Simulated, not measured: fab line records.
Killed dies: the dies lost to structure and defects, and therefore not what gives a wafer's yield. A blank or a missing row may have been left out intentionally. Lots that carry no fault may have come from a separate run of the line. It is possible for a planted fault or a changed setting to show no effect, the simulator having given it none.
Struck lot and sound lot, side by side | flow sfq line | 13 out of 325 route steps
Sound: wafers L778.4, L778.5, L778.6. Struck: wafer L790.3 (L790.1, L790.4, from the same lot, were not struck and are left out); the cause is given at the end.
Each step with rows lists, per side, the tool, then ch with its chambers, then its first start. Under that, the readings that differ: sound wafers | struck wafers | difference of the means | sigmas: that difference in standard deviations of wafers without a fault.
alike: words and numbers the same on both sides, and readings whose means are apart by under 2 such deviations; not compared: readings that were withheld, readings missing a value for some wafer, numbers with overlapping values and no deviation given by the record, and bounds like >300 which may hide the same value.
Wherever a step has rows on one side only, a row that says differs or no value, or a row with sigmas, the two part there. Numbers that have no deviation but don't overlap get no sigmas and don't part them. A reading that every wafer of one side lacks parts them only if that side has two wafers or more.

first, 1 step without rows for these wafers: SFQ_TRILAYER_M3_DEP_PRE_CLEAN_074 (time 22.5 s).
SFQ_TRILAYER_M3_DEP_SPUTTER_073: material Nb, target thk 200 nm, time 133.3 s.
  sound: pvd sputter-03 at day 38 08:41; struck: pvd sputter-03 at day 43 18:19
  alike: throttle valve pct
SFQ_M3_RS_MEAS_919: the measuring method here is four-point-probe.
  sound: film metro-04 at day 38 08:50; struck: film metro-01 at day 43 18:25
  alike: M3_NB_RS
then, 6 steps without rows for these wafers: SFQ_TRILAYER_M3_LITHO_COAT_080 (resist thk 62 nm); SFQ_TRILAYER_M3_LITHO_COAT_075 (resist thk 600 nm); SFQ_TRILAYER_M3_LITHO_SOFTBAKE_079; SFQ_TRILAYER_M3_LITHO_EXPOSE_076 (exposes mask M3, target cd 500 nm); SFQ_TRILAYER_M3_LITHO_PEB_078 (peb time 60 s); SFQ_TRILAYER_M3_LITHO_DEVELOP_077 (time 60 s).
-- the record jumps here: 6 days lie between the struck wafers' starts before and after --
SFQ_M3_OVL_MEAS_921:
  sound: overlay-02 at day 44 17:13; struck: overlay-02 at day 49 07:40
  alike: M3_OVL
SFQ_TRILAYER_M3_BARC_OPEN_METAL_ETCH_100: etches BARC in O2, target depth 125 nm, time 41.7 s.
  sound on rie metal-04 ch 0,1, day 44 17:16; struck on rie metal-02 ch 0, day 49 07:43
  reading                     | sound             | struck | difference | sigmas
  drypump motor current A (A) | 5.17 5.17 5.34    | 5.98   | +0.75      | +3
  oes product au (a.u.)       | 0.683 0.677 0.681 | 0.692  | +0.012     | +3
  run length s (s)            | 70.4 69.9 71.0    | 69.1   | -1.3       | -2
  alike: bias w
  not compared: rf hours counter h
SFQ_TRILAYER_M3_ETCH_METAL_ETCH_078: etches Nb in Cl2/Ar, stops on SiO2, target depth 240 nm, time 120 s.
  sound on rie metal-04 ch 0,1, day 44 17:20; struck on rie metal-02 ch 0, day 49 07:46
  reading                                             | sound             | struck | difference | sigmas
  drypump motor current A (A)                         | 5.19 5.18 5.34    | 6.05   | +0.81      | +3
  oes product au (a.u.)                               | 0.899 0.895 0.890 | 0.958  | +0.063     | +10
  run length s (s)                                    | 148.4 148.3 149.4 | 140.0  | -8.7       | -15
  model.KrF_of_TRILAYER_M3_LITHO_COAT_075.thk nm (nm) | 381.3 380.7 380.3 | 392.8  | +12.0      |
  not compared: bias w, rf hours counter h
SFQ_TRILAYER_M3_STRIP_STRIP_079: strips in O2.
  sound on rie metal-04 ch 0,1, day 44 17:38; struck on rie metal-02 ch 0, day 49 07:53
  reading                     | sound          | struck | difference | sigmas
  drypump motor current A (A) | 5.18 5.17 5.35 | 6.01   | +0.78      | +3
  alike: oes product au
  not compared: rf hours counter h

== WHERE THEY PART ==
Last at SFQ_TRILAYER_M3_STRIP_STRIP_079 as far as this record goes, first at SFQ_TRILAYER_M3_BARC_OPEN_METAL_ETCH_100.

WHY: the cause the simulator had injected
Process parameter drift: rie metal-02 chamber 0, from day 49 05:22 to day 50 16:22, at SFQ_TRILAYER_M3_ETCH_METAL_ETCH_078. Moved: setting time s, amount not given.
